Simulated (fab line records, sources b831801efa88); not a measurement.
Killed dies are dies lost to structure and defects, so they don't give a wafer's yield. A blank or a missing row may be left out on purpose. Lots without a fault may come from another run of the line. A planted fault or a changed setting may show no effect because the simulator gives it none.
fab line records | flow sfq_line
record lots=6 wafers=18 last_day=87
route steps=325 shown I5@236 C5@240
lots that met no fault: from a run of the same line without faults
start_h: hours from the record's first day to the start of the lot's first wafer shown | wait_h: hours since the lot's step before | " the same as in the row above | L1.1+2: a row that stands for several wafers | - no value, or no start given | * or withheld: withheld | < > ~ a bound
route shown NAME@n: a module of which the file shows steps, and the number in the route of the first | usual: mean/standard deviation of fault-free wafers | same: alike in all rows | chamber/n: place in a boat | sites: the reading at each site | _std_site: their standard deviation | _edge_site: outer sites' mean less inner sites' | radius_mm: how far each site lies from the wafer's centre | mask NAME#n: copy n | behind: the tool/chamber that last shaped the wafer | hold: why the lot was held/for how many hours/how that ended | device: the transistor (n, p or np) that didn't switch | end of line: the same wafers' tests at the end of the route | a step without rows: its recipe alone | killed: dies lost to structure and defects at the first sort, not the wafer's yield | map: a wafer's dies, x killed, . not, _ none there
set.NAME: the setting as run; set.NAME@STEP: as run at that earlier step | model.NAME: the simulator's own value behind a step, which no gauge read
lots at some steps of the route; a table a step, a row a wafer
services: from which hour (start_h, from the record's first day; less than 0 if before it) a tool's chamber was out of use, for how many hours, and why
## steps
# step SFQ_TRILAYER_I5_BARC_OPEN_VIA_ETCH_200
# recipe mask_material=PR chemistry=O2 target_depth_nm=125 target=BARC source_w=500 bias_w=80 pressure_mtorr=30 time_s=41.7
# usual drypump_motor_current_A=5.8/0.45 oes_product_au=0.686/0.0047 rf_fwd_power_W=495.1/2
# columns lot.wafer tool chamber start_h wait_h drypump_motor_current_A oes_product_au rf_fwd_power_W rf_hours_counter_h
L279.2 rie_diel-02 3 1457.41 0.0 5.5 0.681 490.9 16
L279.5 " 3 " " 5.6 0.683 493.6 -
L279.6 " 0 " " 5.6 0.681 493.8 -
L280.1 rie_diel-02 0 1467.01 0.0 5.6 0.680 497.1 10
L280.3 " 1 " " 4.9 0.685 495.1 13
L280.5 " 0 " " 5.6 0.694 496.9 -
L288.1 rie_diel-02 0 1737.16 0.0 5.6 0.690 495.3 13
L288.2 " 1 " " 5.0 0.678 496.3 16
L288.6 " 1 " " 5.0 0.688 495.9 -
L289.2 rie_diel-02 1 1741.96 0.0 4.9 0.687 495.5 16
L289.4 " 3 " " 5.5 0.678 495.0 20
L289.5 " 2 " " 6.0 0.681 494.0 -
L294.2 rie_diel-03 1 1759.96 0.0 5.2 0.695 493.5 5
L294.5 " 1 " " 5.2 0.688 492.8 -
L294.6 " 2 " " 6.7 0.682 497.2 -
L299.2 rie_diel-03 3 1777.96 0.0 6.3 0.692 498.7 2
L299.4 " 0 " " 6.1 0.686 491.5 7
L299.6 " 1 " " 5.3 0.689 497.1 -
# step SFQ_TRILAYER_I5_ETCH_VIA_ETCH_147
# recipe stop_on=Nb mask_material=PR chemistry=CHF3 target_depth_nm=360 source_w=500 bias_w=80 pressure_mtorr=30 time_s=withheld
# usual drypump_motor_current_A=5.8/0.45 oes_product_au=0.989/0.008 rf_fwd_power_W=498.7/1.5
# columns lot.wafer tool chamber start_h wait_h drypump_motor_current_A oes_product_au rf_fwd_power_W
L279.2 rie_diel-02 3 1457.45 0.0 5.6 0.977 496.7
L279.5 " 3 " " 5.5 0.974 496.2
L279.6 " 0 " " 5.6 0.995 500.2
L280.1 rie_diel-02 0 1467.05 0.0 5.6 0.991 499.2
L280.3 " 1 " " 4.9 0.999 498.8
L280.5 " 0 " " 5.6 0.993 499.9
L288.1 rie_diel-02 0 1737.20 0.0 5.6 1.002 501.4
L288.2 " 1 " " 5.0 0.986 500.3
L288.6 " 1 " " 5.0 0.973 501.3
L289.2 rie_diel-02 1 1742.00 0.0 5.0 0.979 498.9
L289.4 " 3 " " 5.5 0.986 498.5
L289.5 " 2 " " 6.0 0.992 500.5
L294.2 rie_diel-03 1 1760.00 0.0 5.2 0.991 500.8
L294.5 " 1 " " 5.2 0.979 499.2
L294.6 " 2 " " 6.7 1.004 499.2
L299.2 rie_diel-03 3 1778.00 0.0 6.3 1.000 498.7
L299.4 " 0 " " 6.1 0.992 495.7
L299.6 " 1 " " 5.2 0.981 498.1
# step SFQ_TRILAYER_I5_STRIP_STRIP_148
# recipe gas=O2 power_w=200 platen_temp_c=40 overash_fraction=0.65 chemistry=O2 pressure_mtorr=50
# usual drypump_motor_current_A=5.8/0.41 oes_product_au=1.003/0.016
# columns lot.wafer tool chamber start_h wait_h drypump_motor_current_A oes_product_au rf_hours_counter_h
L279.2 rie_metal-04 1 1457.60 - 5.8 1.018 54
L279.5 " 0 " " 5.0 1.017 -
L279.6 " 1 " " 5.8 1.022 -
L280.1 rie_metal-04 1 1467.20 - 5.8 1.013 55
L280.3 " 1 " " 5.8 1.011 -
L280.5 " 1 " " 5.8 1.008 -
L288.1 rie_metal-04 1 1737.35 - 5.8 1.006 96
L288.2 " 0 " " 5.0 0.986 29
L288.6 " 1 " " 5.8 0.999 -
L289.2 rie_metal-01 0 1742.15 - 6.1 1.027 51
L289.4 " 1 " " 6.3 0.980 -
L289.5 " 0 " " 6.1 1.023 -
L294.2 rie_metal-01 0 1760.15 - 6.1 1.029 54
L294.5 " 1 " " 6.3 0.979 -
L294.6 " 0 " " 6.1 1.019 -
L299.2 rie_metal-01 0 1778.15 - 6.2 1.016 57
L299.4 " 1 " " 6.3 0.986 -
L299.6 " 0 " " 6.1 1.023 -
# step SFQ_TRILAYER_I5_STRIP_SOLV_CLEAN_149
# recipe chemistry=NMP temp_c=70 time_s=600
# step SFQ_TRILAYER_C5_LITHO_COAT_156
# recipe resist=BARC spin_rpm=3000 resist_thk_nm=62
# step SFQ_TRILAYER_C5_LITHO_COAT_151
# recipe resist=KrF spin_rpm=3000 resist_thk_nm=650
# step SFQ_TRILAYER_C5_LITHO_SOFTBAKE_155
# recipe temp_c=withheld time_s=withheld resist=KrF
# step SFQ_TRILAYER_C5_LITHO_EXPOSE_152
# recipe mask_id=C5 na=0.6 source_shape=conventional sigma_outer=0.65 target_cd_nm=500 dose_mj=21.3
# step SFQ_TRILAYER_C5_LITHO_PEB_154
# recipe peb_temp_c=115 peb_time_s=60 resist=KrF
# step SFQ_TRILAYER_C5_LITHO_DEVELOP_153
# recipe time_s=60 resist=KrF
# step SFQ_C5_OVL_MEAS_937
# usual C5_OVL=1/5.5
# columns lot.wafer tool chamber start_h wait_h C5_OVL[nm]
L279.2 overlay-01 - 1463.38 0.1 6
L279.5 " - " " 6
L279.6 " - " " 7
L280.1 overlay-01 - 1471.38 0.1 -3
L280.3 " - " " 0
L280.5 " - " " -5
L288.1 overlay-01 - 1827.12 0.1 -10
L288.2 " - " " -2
L288.6 " - " " -5
L289.2 overlay-02 - 1830.99 0.1 -5
L289.4 " - " " -5
L289.5 " - " " -6
L294.2 overlay-02 - 1847.79 0.1 -2
L294.5 " - " " 0
L294.6 " - " " -7
L299.2 overlay-02 - 1861.68 0.1 2
L299.4 " - " " 4
L299.6 " - " " 1
# step SFQ_TRILAYER_C5_BARC_OPEN_VIA_ETCH_210
# recipe mask_material=PR chemistry=O2 target_depth_nm=125 target=BARC source_w=500 bias_w=80 pressure_mtorr=30 time_s=41.7
# usual drypump_motor_current_A=5.8/0.45 oes_product_au=0.686/0.0052 rf_fwd_power_W=495.6/2.2
# columns lot.wafer tool chamber start_h wait_h drypump_motor_current_A oes_product_au rf_fwd_power_W rf_hours_counter_h
L279.2 rie_diel-03 3 1463.41 0.0 6.3 0.688 493.5 16
L279.5 " 0 " " 6.1 0.679 492.3 -
L279.6 " 3 " " 6.3 0.696 492.9 -
L280.1 rie_diel-03 3 1471.42 0.0 6.3 0.678 492.1 17
L280.3 " 1 " " 5.2 0.695 493.9 1
L280.5 " 3 " " 6.3 0.688 492.1 -
L288.1 rie_diel-03 2 1827.16 0.0 6.7 0.682 498.6 7
L288.2 " 3 " " 6.3 0.689 496.8 2
L288.6 " 1 " " 5.3 0.686 497.4 -
L289.2 rie_diel-03 3 1831.02 0.0 6.3 0.694 497.8 2
L289.4 " 1 " " 5.2 0.685 494.6 7
L289.5 " 0 " " 6.1 0.690 490.0 -
L294.2 rie_diel-04 1 1847.82 0.0 6.0 0.677 495.0 5
L294.5 " 0 " " 5.3 0.684 494.5 -
L294.6 " 3 " " 5.4 0.682 497.9 -
L299.2 rie_diel-04 0 1861.71 0.0 5.3 0.682 497.5 4
L299.4 " 0 " " 5.3 0.696 496.7 -
L299.6 " 1 " " 6.0 0.682 497.4 -
# step SFQ_TRILAYER_C5_ETCH_VIA_ETCH_154
# recipe target=SiO2 mask_material=PR chemistry=CHF3 target_depth_nm=84 source_w=500 bias_w=80 pressure_mtorr=30 time_s=withheld stop_on=Nb
# usual drypump_motor_current_A=5.8/0.45 oes_product_au=0.898/0.0092 rf_fwd_power_W=496.5/2
# columns lot.wafer tool chamber start_h wait_h drypump_motor_current_A oes_product_au rf_fwd_power_W
L279.2 rie_diel-03 3 1463.45 0.0 6.3 0.908 495.8
L279.5 " 0 " " 6.1 0.923 492.6
L279.6 " 3 " " 6.3 0.904 495.1
L280.1 rie_diel-03 3 1471.46 0.0 6.3 0.895 498.3
L280.3 " 1 " " 5.2 0.903 494.4
L280.5 " 3 " " 6.3 0.895 497.8
L288.1 rie_diel-03 2 1827.20 0.0 6.7 0.906 496.8
L288.2 " 3 " " 6.3 0.904 498.1
L288.6 " 1 " " 5.3 0.897 414.0
L289.2 rie_diel-03 3 1831.06 0.0 6.3 0.890 498.7
L289.4 " 1 " " 5.3 0.897 417.4
L289.5 " 0 " " 6.1 0.899 492.3
L294.2 rie_diel-04 1 1847.86 0.0 6.0 0.889 496.5
L294.5 " 0 " " 5.3 0.907 495.4
L294.6 " 3 " " 5.4 0.915 498.1
L299.2 rie_diel-04 0 1861.75 0.0 5.3 0.901 496.9
L299.4 " 0 " " 5.3 0.902 497.2
L299.6 " 1 " " 6.0 0.905 496.1
# step SFQ_TRILAYER_C5_STRIP_STRIP_155
# recipe gas=O2 power_w=200 platen_temp_c=40 overash_fraction=0.65 chemistry=O2 pressure_mtorr=50
# usual drypump_motor_current_A=5.76/0.28 oes_product_au=0.995/0.012
# columns lot.wafer tool chamber start_h wait_h drypump_motor_current_A oes_product_au rf_hours_counter_h
L279.2 rie_metal-03 0 1463.50 - 5.93 0.988 8
L279.5 " 1 " " 5.95 1.011 -
L279.6 " 0 " " 5.93 0.981 -
L280.1 rie_metal-02 1 1471.50 - 5.73 0.991 124
L280.3 " 0 " " 5.62 1.005 -
L280.5 " 1 " " 5.72 0.990 -
L288.1 rie_metal-03 1 1827.24 - 5.95 0.992 113
L288.2 " 0 " " 5.92 0.971 65
L288.6 " 0 " " 5.92 0.966 -
L289.2 rie_metal-02 1 1831.11 - 5.75 0.996 47
L289.4 " 0 " " 5.63 0.999 -
L289.5 " 1 " " 5.76 1.003 -
L294.2 rie_metal-02 1 1847.91 - 5.77 0.992 50
L294.5 " 0 " " 5.66 0.997 -
L294.6 " 1 " " 5.75 0.984 -
L299.2 rie_metal-04 0 1861.80 - 5.03 0.995 46
L299.4 " 0 " " 5.03 0.985 -
L299.6 " 1 " " 5.87 1.011 -
## services
# columns tool chamber start_h hours kind
rie_diel-03 - 1448.79 0.2 repair
rie_diel-04 - 1474.42 0.6 repair
rie_diel-03 3 1490.79 1.6 repair
rie_diel-03 2 1503.37 3.5 repair
rie_diel-04 1 1504.00 5.9 repair
rie_diel-02 - 1530.07 0.5 repair
rie_diel-03 - 1562.79 0.9 repair
rie_diel-02 0 1568.39 4.1 repair
rie_diel-02 - 1568.51 2.8 pm
rie_diel-04 2 1569.73 20.4 repair
rie_diel-02 1 1573.40 5.2 repair
rie_diel-02 2 1579.86 10.3 repair
rie_diel-03 - 1587.88 4.3 pm
rie_diel-03 1 1620.14 2.1 repair
rie_diel-02 2 1624.69 3.7 repair
rie_diel-02 1 1629.86 5.0 repair
rie_diel-04 3 1726.92 32.9 repair
rie_diel-02 0 1770.25 3.1 repair
rie_diel-03 1 1771.98 2.5 repair
rie_diel-02 3 1775.32 9.7 repair
rie_diel-04 1 1776.59 5.1 repair
rie_diel-03 - 1791.39 1.0 repair
rie_diel-02 2 1824.38 14.4 repair
rie_diel-03 1 1851.09 11.9 repair
## key
first_sign step=SFQ_TRILAYER_C5_ETCH_VIA_ETCH_154 reading=rf_fwd_power_W direction=down sigmas=41 usual=496.5 struck=415.7
effect none on later readings
met_at SFQ_TRILAYER_C5_ETCH_VIA_ETCH_154
struck_wafers L288.6,L289.4
onset_between 1471.46 1827.20
fault kind=process_parameter_drift tool=rie_diel-03 chamber=1 onset_h=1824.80 steps=SFQ_TRILAYER_C5_ETCH_VIA_ETCH_154 channel=source_w offset=-80 shape=step end_h=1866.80 acts_in=these_recipes_only stated=500
